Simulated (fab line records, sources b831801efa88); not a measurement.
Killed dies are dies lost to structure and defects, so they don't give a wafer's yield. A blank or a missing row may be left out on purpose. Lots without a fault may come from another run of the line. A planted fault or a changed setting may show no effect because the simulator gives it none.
A struck lot beside a sound one | flow sky130 | 17 steps out of a route of 708
Sound: wafers L786.1, L786.4, L786.5. Struck: wafers L791.1, L791.4, L791.5. The cause comes at the end.
At each step with rows: each side's tool, then ch and its chambers, then its first start. Under that, the readings that differ: sound wafers | struck wafers | difference of the means | sigmas: that difference in standard deviations of wafers without a fault.
alike: readings whose means differ by less than 2 such deviations, and words and numbers that are the same on both sides. not compared: withheld readings, readings that some wafer has no value for, bounds like >300 that may hide the same value, and numbers for which the record gives no deviation and whose values overlap.
The two part at a step that has a row with sigmas, a row that says differs or no value, or rows on one side only. Numbers that don't overlap but have no deviation are shown without sigmas and don't part them. A reading that every wafer of one side lacks parts them only if that side has two wafers or more.

first, 2 steps without rows for these wafers: SKY_LOCAL_INTERCONNECT_PEB_09; SKY_LOCAL_INTERCONNECT_DEVELOP_10 (develop time 60 s).
SKY_LOCAL_INTERCONNECT_CD_MEAS_11: target cd 170 nm.
  sound on cd_sem-01, day 33 21:44; struck on cd_sem-02, day 35 10:16
  alike: cd_nm
SKY_LOCAL_INTERCONNECT_OVL_MEAS_12:
  sound on overlay-02, day 33 21:51; struck on overlay-02, day 35 10:23
  alike: LOCAL_INTERCONNECT_OVL
SKY_LOCAL_INTERCONNECT_ETCH_13: etches BARC in N2/H2, stops on SiO2, time 45.9 s, target depth 60 nm.
  sound on rie_metal-03 ch 0,1, day 33 21:53; struck on rie_metal-03 ch 0,1, day 35 10:25
  alike: drypump_motor_current_A, h2_flow_sccm, he_backside_leak_sccm, oes_product_au, throttle_valve_pct
  not compared: rf_hours_counter_h
SKY_LOCAL_INTERCONNECT_METAL_ETCH_14: etches TiN in Cl2/BCl3, stops on PSG, target depth 110 nm, time 31.4 s.
  sound on rie_metal-03 ch 0,1, day 33 21:57; struck on rie_metal-03 ch 0,1, day 35 10:29
  reading                      | sound       | struck      | difference | sigmas
  he_backside_leak_sccm (sccm) | 3.7 3.2 3.7 | 6.8 3.5 3.4 | +1.0       | +3
  alike: drypump_motor_current_A, oes_product_au, throttle_valve_pct
  not compared: rf_hours_counter_h
SKY_LOCAL_INTERCONNECT_STRIP_15: strips in O2/N2.
  sound on plasma_asher-04 ch 0,1, day 33 22:00; struck on plasma_asher-04 ch 0,1, day 35 10:32
  alike: drypump_motor_current_A, oes_product_au, strip_time_to_endpoint_s
  not compared: rf_hours_counter_h
then, 3 steps without rows for these wafers: SKY_LOCAL_INTERCONNECT_STRIP_16 (strips in post etch residue remover, time 1200 s); SKY_LOCAL_INTERCONNECT_CLEAN_17 (cleans in IPA, time 180 s); SKY_LOCAL_INTERCONNECT_CLEAN_18 (cleans in O3/DIW).
SKY_CONTACT_CVD_00: deposits Si3N4, target thk 75 nm.
  sound on pecvd-03 ch 0,2, day 33 22:36; struck on pecvd-01 ch 0,2, day 35 11:08
  alike: heater_power_w
SKY_CONTACT_THK_MEAS_01:
  sound on film_metro-01, day 33 22:38; struck on film_metro-03, day 35 11:11
  alike: CONTACT_CVD_00_THK
SKY_CONTACT_HDPCVD_02: deposits SiO2, target thk 565 nm, time 94.2 s.
  sound on hdpcvd-02 ch 0,1, day 33 22:41; struck on hdpcvd-02 ch 0,1,2, day 35 11:14
  reading                                     | sound             | struck            | difference | sigmas
  sih4_flow_sccm (sccm)                       | 60.02 59.85 59.99 | 72.26 72.02 71.89 | +12.10     | +71
  model.SiO2_of_CONTACT_HDPCVD_02.thk_nm (nm) | 563.6 567.3 558.3 | 673.3 683.4 681.6 | +116.4     |
SKY_CONTACT_THK_MEAS_03:
  sound on film_metro-04, day 33 22:46; struck on film_metro-04, day 35 11:19
  reading                 | sound       | struck      | difference | sigmas
  CONTACT_HDPCVD_THK (nm) | 563 567 558 | 673 683 682 | +117       | +18
SKY_CONTACT_CMP_04: polishes SiO2.
  sound on cmp-02 ch 1,2,3, day 33 22:49; struck on cmp-02 ch 0,1,2, day 35 11:25
  reading                | sound    | struck      | difference | sigmas
  time_to_endpoint_s (s) | 92 89 81 | 123 129 131 | +40        | +11
  alike: motor_current_A, slurry_filter_dp_kPa
SKY_CONTACT_BOW_MEAS_05:
  sound on film_metro-03, day 33 23:07; struck on film_metro-04, day 35 11:40
  alike: CONTACT_BOW
-- the record jumps here: 14 days lie between the struck wafers' starts before and after (it left off in module CONTACT and takes up again in module PAD_OPEN, whose first step shown is number 708 of the route) --
SKY_PAD_OPEN_PROBE_99:
  sound on prober-01, day 48 12:42; struck on prober-01, day 49 15:31
  alike: killed_at_M0_to_M3, killed_at_M4_up, killed_at_contacts, killed_at_front_end, killed_at_other, killed_dies, killed_open, killed_short

WHERE THEY PART
First at SKY_LOCAL_INTERCONNECT_METAL_ETCH_14; last, within this record, at SKY_CONTACT_CMP_04. Later steps at which nothing parts them and some readings are alike: SKY_CONTACT_BOW_MEAS_05, SKY_PAD_OPEN_PROBE_99.

WHY: what the simulator had put in
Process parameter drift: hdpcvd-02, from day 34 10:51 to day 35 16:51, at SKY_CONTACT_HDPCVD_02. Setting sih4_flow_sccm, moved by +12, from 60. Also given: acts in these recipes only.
